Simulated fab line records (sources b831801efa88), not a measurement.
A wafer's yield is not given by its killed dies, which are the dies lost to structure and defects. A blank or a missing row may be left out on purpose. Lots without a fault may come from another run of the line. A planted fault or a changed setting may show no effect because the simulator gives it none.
8D (eight disciplines) problem report, filled in by code	flow gf180mcu	the parts of the form that need people (team, actions taken, sign-off) are left out

== 1. PROBLEM STATEMENT ==
PSD_RS at GF_PSD_RS_MEAS_15 reads a mean of 113.93 ohm/sq on 6 wafers of 2 lots; wafers without a fault read 108.51 ohm/sq with a standard deviation of 0.28. That is +19 standard deviations from the usual mean.
The step: measures by four-point-probe.
Earliest sighting: wafer L213.2 on film-metro-02 at day 16 22:08. Wafers with a number at this step in the record: 36, from 12 lots. Rule for "out", or "out of limits": more than 4 standard deviations from the usual mean. The other wafers with a number count as sound.

== 2. WHAT THIS IS AND IS NOT ==
question	is	is not
which readings at this step	PSD_RS	-
which lots	L213, L214	L206, L207, L209, L212, L218, L223, L225, L227, L228, L229
which wafers of those lots	all that have a number	-
read on which gauges	film-metro-02, film-metro-03	film-metro-04
when	from day 16 22:08	up to then (12 sound wafers); but 18 sound wafers of L218, L223, L225, L227, L228, L229 came after

== 3. THE SUSPECTS, EACH WITH WHAT RULES IT OUT ==
Counting: a tool stays on the suspect list if, at a process step up to the reading, it processed all lots that are out and no sound lot following the first of them.
- the gauge at GF_PSD_RS_MEAS_15: ruled out. 2 gauges (film-metro-02, film-metro-03) read the wafers that are out.
- plasma-asher-04 at GF_HV_LDD_STRIP_37 (strips in O2/N2): ruled out as a lasting fault. After its first lot that is out, L213 (day 14 00:18), sound lots L223, L225 ran on it.
- implanter-02 at GF_PSD_IMPLANT_09: kept. All lots that are out passed through it, beginning with L213 at day 16 21:30, and no sound lot followed; its final sound lot before that point was L212 at day 16 14:32. Its own readings are out on those wafers: beam-energy-keV.
The count leaves implanter-02 at GF_PSD_IMPLANT_09.

== 4. THE CAUSE (what the simulator had put in) ==
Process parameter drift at GF_PSD_IMPLANT_09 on implanter-02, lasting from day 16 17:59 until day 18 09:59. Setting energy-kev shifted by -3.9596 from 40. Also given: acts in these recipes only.
This tool alone remained once counting was done.

== 5. THE EFFECT CHAIN, in route order ==
One row per reading whose mean, taken over the struck wafers that have a number, lies over 3 standard deviations from the usual. Only readings whose record carries a usual standard deviation are examined. hours: median over the lots of the time between each lot's start at the first step of this table that gives one and its start at this step. sigmas: the change, counted in usual standard deviations.
hours	step	reading	usual	on struck wafers	change	sigmas
0	GF_PSD_IMPLANT_09	beam-energy-keV	40.000	36.043	-3.957	-99 or more
0	GF_PSD_STRIP_10	strip-time-to-endpoint-s	16.53 s	16.13	-0.40	-11
1	GF_PSD_RS_MEAS_15	PSD_RS	108.51 ohm/sq	113.93	+5.42	+19
The process steps in it:
- GF_PSD_IMPLANT_09
- GF_PSD_STRIP_10: strips in O2/N2.
Later steps that measure or inspect, where all struck wafers having a row at the step show a number for every such reading and not one has moved that far: GF_SAB_CD_MEAS_09.

== 6. HOW IT WOULD HAVE BEEN CAUGHT EARLIER ==
4 hours passed between the start of the fault at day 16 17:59 and the first reading out of limits at a measuring or inspecting step in this record, taken at day 16 22:08.
Tool's own readings at GF_PSD_IMPLANT_09, beam-energy-keV: out on all struck wafers the step has rows for; an alarm limit on them would have tripped on the first.
L214, from the lots that are out (2), started GF_PSD_IMPLANT_09 on implanter-02 later than day 16 22:08. It would have been spared by a hold on the tool at that moment.
